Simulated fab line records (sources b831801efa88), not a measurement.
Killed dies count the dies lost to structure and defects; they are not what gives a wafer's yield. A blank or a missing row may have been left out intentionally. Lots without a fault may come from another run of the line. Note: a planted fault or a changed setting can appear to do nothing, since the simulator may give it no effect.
One fault through the eyes of 2 desks ; flow sky130 ; each desk holds nothing but its own numbers, with what lay behind them at the end

== THE TOOL OWNER'S DESK: rie_diel-04 ==
The tool's own readings at SKY_VIA1_ETCH_14 (etches BARC in N2/H2, stops on SiO2, time 45.9 s, target depth 60 nm): means of the sampled wafers that have a number, for each lot that ran on this tool. Any lot whose mean is over 4 standard deviations away from the usual mean is out of limits and marked OUT; that distance is given in the brackets.
Columns: A = drypump_motor_current_A at SKY_VIA1_ETCH_14, usual 5.7 A; B = oes_product_au at SKY_VIA1_ETCH_14, usual 0.855 a.u.; C = run_length_s at SKY_VIA1_ETCH_14, usual 74.2 s; D = throttle_valve_pct at SKY_VIA1_ETCH_14, usual 13.224 %
lot;first seen here;A;B;C;D
L915;day 35 07:52;5.7;0.854;74.0;13.215
L918;day 36 06:58;5.3;0.968 (+22) OUT;68.2 (-13) OUT;13.231
L920;day 36 20:12;5.4;0.895 (+7.9) OUT;72.3;13.226
L930;day 40 01:43;5.7;0.858;73.9;13.223
L931;day 40 03:45;5.5;0.856;74.0;13.225
Finding of this desk: L918, L920 out of limits; the first was L918 at day 36 06:58, on oes_product_au at SKY_VIA1_ETCH_14. L915, L930, L931 stayed within limits.

== AT THE METROLOGY DESK ==
What the gauges read for every lot (on any tool): the sampled wafers with a number, averaged. Any lot whose mean is over 4 standard deviations away from the usual mean is out of limits and marked OUT; that distance is given in the brackets.
Columns: A = CONTACT_W_RS at SKY_CONTACT_RS_MEAS_25, usual 0.337 ohm/sq; B = VIA1_BOW at SKY_VIA1_BOW_MEAS_03, usual 80 um
lot;first seen here;A;B
L912;day 32 06:29;0.337;87
L913;day 32 14:24;0.340;83
L915;day 33 00:41;0.337;83
L918;day 34 00:19;0.336;82
L920;day 34 13:27;0.338;80
L922;day 35 09:28;0.340;79
L926;day 36 12:19;0.335;76
L927;day 37 00:40;0.343;88
L930;day 37 19:20;0.337;75
L929;day 37 21:38;0.336;74
L931;day 37 22:02;0.333;80
L932;day 38 00:53;0.336;72
L933;day 38 11:59;0.335;83
L934;day 38 20:24;0.336;82
Finding of this desk: none of the 14 lots has anything out of limits.

== TAKEN TOGETHER ==
The tool owner's desk could have raised an alarm at day 36 06:58, on L918, L920.
The metrology desk saw nothing out of limits.
The metrology desk holds a record of L918, L920, inside its limits.
All the named lots went through SKY_VIA1_ETCH_14 on rie_diel-04.

== WHAT THE SIMULATOR HAD PUT IN ==
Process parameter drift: rie_diel-04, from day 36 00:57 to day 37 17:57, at SKY_VIA1_ETCH_14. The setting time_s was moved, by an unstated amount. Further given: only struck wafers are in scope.
Struck lots among those shown: L918, L920.
How many hours passed from the start of the fault until each desk's first out-of-limits reading: the tool owner's desk, 6.
